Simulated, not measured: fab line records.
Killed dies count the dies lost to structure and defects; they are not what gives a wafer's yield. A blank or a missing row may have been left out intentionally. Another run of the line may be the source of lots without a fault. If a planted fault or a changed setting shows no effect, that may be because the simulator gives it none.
Which tool did it? + flow sky130 + 36 wafers from 12 lots sampled at 5 of the route's 708 steps

WHAT THE GAUGES SHOWED, per wafer
SKY_LDD_P_TW_MEAS_11.
| lot  | measured     | on           | LDD_P_TW          |
|------|--------------|--------------|-------------------|
| L623 | day 18 16:34 | filmMetro-01 | 634.1 633.8 631.3 |
| L624 | day 19 05:04 | filmMetro-02 | 634.2 634.8 636.4 |
| L626 | day 19 23:34 | filmMetro-04 | 633.6 636.3 636.4 |
| L630 | day 21 22:19 | filmMetro-01 | 635.3 635.6 641.0 |
| L629 | day 21 23:52 | filmMetro-02 | 634.5 633.5 633.0 |
| L632 | day 22 14:01 | filmMetro-04 | 633.1 637.1 637.1 |
| L635 | day 24 03:55 | filmMetro-04 | 632.6 635.8 632.2 |
| L638 | day 24 12:34 | filmMetro-02 | 588.1 585.1 587.5 |
| L639 | day 24 18:34 | filmMetro-02 | 634.8 635.6 633.8 |
| L640 | day 25 12:25 | filmMetro-01 | 583.8 584.6 587.4 |
| L643 | day 26 16:35 | filmMetro-01 | 635.1 636.2 636.7 |
| L644 | day 26 20:57 | filmMetro-04 | 635.0 634.4 636.6 |

SKY_LI_CONTACT_CD_MEAS_12: the cd target is 170 nm.
| lot  | measured     | on       | cdNm (nm)         |
|------|--------------|----------|-------------------|
| L623 | day 28 22:01 | cdSem-02 | 174.0 171.4 171.3 |
| L624 | day 29 07:54 | cdSem-02 | 169.3 169.5 169.3 |
| L626 | day 29 21:09 | cdSem-02 | 169.7 170.6 170.0 |
| L630 | day 31 17:07 | cdSem-02 | 166.6 165.8 164.9 |
| L629 | day 31 18:40 | cdSem-02 | 172.0 171.7 172.3 |
| L632 | day 32 07:46 | cdSem-01 | 170.9 168.1 170.0 |
| L635 | day 33 19:24 | cdSem-02 | 171.5 173.0 171.5 |
| L638 | day 34 00:45 | cdSem-02 | 171.0 170.2 169.5 |
| L639 | day 34 08:03 | cdSem-02 | 171.0 171.6 171.1 |
| L640 | day 34 22:17 | cdSem-02 | 172.1 171.6 172.9 |
| L643 | day 36 01:02 | cdSem-02 | 169.6 168.7 170.7 |
| L644 | day 36 04:37 | cdSem-02 | 171.3 170.0 170.9 |

SKY_CONTACT_THK_MEAS_03.
| lot  | measured     | on           | CONTACT_HDPCVD_THK (nm) |
|------|--------------|--------------|-------------------------|
| L623 | day 30 03:51 | filmMetro-02 | 556 564 555             |
| L624 | day 30 14:31 | filmMetro-02 | 561 571 568             |
| L626 | day 31 02:58 | filmMetro-03 | 564 561 562             |
| L630 | day 32 22:39 | filmMetro-03 | 562 569 569             |
| L629 | day 32 23:52 | filmMetro-04 | 571 560 568             |
| L632 | day 33 12:43 | filmMetro-03 | 567 566 567             |
| L635 | day 35 00:50 | filmMetro-02 | 561 562 557             |
| L638 | day 35 05:40 | filmMetro-04 | 563 563 562             |
| L639 | day 35 12:29 | filmMetro-03 | 566 557 567             |
| L640 | day 36 02:32 | filmMetro-02 | 560 559 566             |
| L643 | day 37 04:57 | filmMetro-04 | 567 567 567             |
| L644 | day 37 08:58 | filmMetro-03 | 569 568 575             |

TOOL THAT RAN EACH LOT (tool first, then ch and the chambers of the sampled wafers, then the start)
| lot  | SKY_LDD_P_IMPLANT_09            | SKY_SD_N_STRIP_11                   |
|------|---------------------------------|-------------------------------------|
| L623 | implanter-04 ch 0, day 18 16:20 | plasmaAsher-01 ch 0,1, day 27 16:40 |
| L624 | implanter-03 ch 0, day 19 04:49 | plasmaAsher-03 ch 0,1, day 28 01:46 |
| L626 | implanter-04 ch 0, day 19 23:19 | plasmaAsher-03 ch 0,1, day 28 16:19 |
| L630 | implanter-04 ch 0, day 21 22:05 | plasmaAsher-01 ch 0,1, day 30 12:22 |
| L629 | implanter-04 ch 0, day 21 23:38 | plasmaAsher-01 ch 0,1, day 30 13:49 |
| L632 | implanter-03 ch 0, day 22 13:47 | plasmaAsher-01 ch 0,1, day 31 03:22 |
| L635 | implanter-03 ch 0, day 24 03:40 | plasmaAsher-03 ch 0,1, day 32 15:13 |
| L638 | implanter-03 ch 0, day 24 12:19 | plasmaAsher-04 ch 0, day 32 21:19   |
| L639 | implanter-04 ch 0, day 24 18:19 | plasmaAsher-04 ch 0,1, day 33 04:10 |
| L640 | implanter-03 ch 0, day 25 12:11 | plasmaAsher-04 ch 0,1, day 33 18:40 |
| L643 | implanter-02 ch 0, day 26 16:22 | plasmaAsher-01 ch 0,1, day 34 21:48 |
| L644 | implanter-04 ch 0, day 26 20:42 | plasmaAsher-03 ch 0,1, day 35 01:16 |
- SKY_LDD_P_IMPLANT_09
- SKY_SD_N_STRIP_11: strips in O2/N2.

WHAT THE TOOLS THEMSELVES READ (means of the sampled wafers that have a number; where no wafer has one, the mark that the record gives instead)
SKY_LDD_P_IMPLANT_09.
| lot  | tool         | beamOnS (s) | faradayCurrentUA |
|------|--------------|-------------|------------------|
| L623 | implanter-04 | 10.04       | 56.1             |
| L624 | implanter-03 | 9.96        | 56.5             |
| L626 | implanter-04 | 9.95        | 56.5             |
| L630 | implanter-04 | 9.81        | 57.4             |
| L629 | implanter-04 | 10.03       | 56.0             |
| L632 | implanter-03 | 10.03       | 56.2             |
| L635 | implanter-03 | 10.18       | 55.4             |
| L638 | implanter-03 | 7.76        | 72.7             |
| L639 | implanter-04 | 9.88        | 57.0             |
| L640 | implanter-03 | 7.69        | 73.2             |
| L643 | implanter-02 | 10.21       | 55.5             |
| L644 | implanter-04 | 9.85        | 57.2             |

SKY_SD_N_STRIP_11.
| lot  | tool           | drypumpMotorCurrentA (A) | oesProductAu (a.u.) | stripTimeToEndpointS (s) |
|------|----------------|--------------------------|---------------------|--------------------------|
| L623 | plasmaAsher-01 | 5.1                      | 0.534               | 22.57                    |
| L624 | plasmaAsher-03 | 6.0                      | 0.526               | 22.55                    |
| L626 | plasmaAsher-03 | 6.0                      | 0.526               | 22.54                    |
| L630 | plasmaAsher-01 | 5.4                      | 0.528               | 22.60                    |
| L629 | plasmaAsher-01 | 5.1                      | 0.523               | 22.52                    |
| L632 | plasmaAsher-01 | 5.1                      | 0.527               | 22.59                    |
| L635 | plasmaAsher-03 | 6.0                      | 0.525               | 22.50                    |
| L638 | plasmaAsher-04 | 6.8                      | 0.533               | 22.52                    |
| L639 | plasmaAsher-04 | 6.1                      | 0.527               | 22.54                    |
| L640 | plasmaAsher-04 | 6.1                      | 0.522               | 22.50                    |
| L643 | plasmaAsher-01 | 5.1                      | 0.525               | 22.52                    |
| L644 | plasmaAsher-03 | 6.0                      | 0.525               | 22.54                    |

THE ANSWER, worked out from the rows above alone
Rule: the usual values come from the lots themselves. Put in order of their means at a reading, lots are off if they are a third of the lots or fewer, leave a main group of 4 or more, and stand apart from it by a gap of 3 or more times the standard deviation of the main group's means; of several such gaps the widest counts. A main group whose means are all the same, to the digits that the tables above print for the reading, isn't used. Also off: a lot with no number at a reading for which 4 or more lots have one. Any other lot the step has rows for is counted as sound. The gauges are gone through in route order, then the tools' own readings, and for those a lot's mean is taken as printed above. At the first step where some lot is off, the reading lying furthest off is the one used; lots without a number count as furthest.
Off: L638, L640, at SKY_LDD_P_TW_MEAS_11 (LDD_P_TW). Main group: mean 635.0, sd 1.2.
A tool fits if, at a process step before that reading, it ran every lot that is off, and no sound lot after the first of them. The gauges at SKY_LDD_P_TW_MEAS_11 aren't tried: what is off there is off at SKY_LDD_P_IMPLANT_09 too, on other tools, and a gauge's error can't cause that. One fits: SKY_LDD_P_IMPLANT_09 on implanter-03. A fault onset in the window from L635 (day 24 03:40, its last sound lot) to L638 (day 24 12:19, its first lot off) fits.
The tool's own readings at SKY_LDD_P_IMPLANT_09 bear it out: on the lots that are off they differ by more than 5 times the standard deviation of the sound lots' means. beamOnS reads 7.72 s there against 9.99 s on the sound lots; faradayCurrentUA reads 73.0 there against 56.4 on the sound lots.

WHAT WAS PUT IN BY THE SIMULATOR
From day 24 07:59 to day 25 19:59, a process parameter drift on implanter-03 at SKY_LDD_P_IMPLANT_09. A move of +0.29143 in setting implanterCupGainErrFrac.
Struck lots among those shown: L638, L640. The rule above found the same.
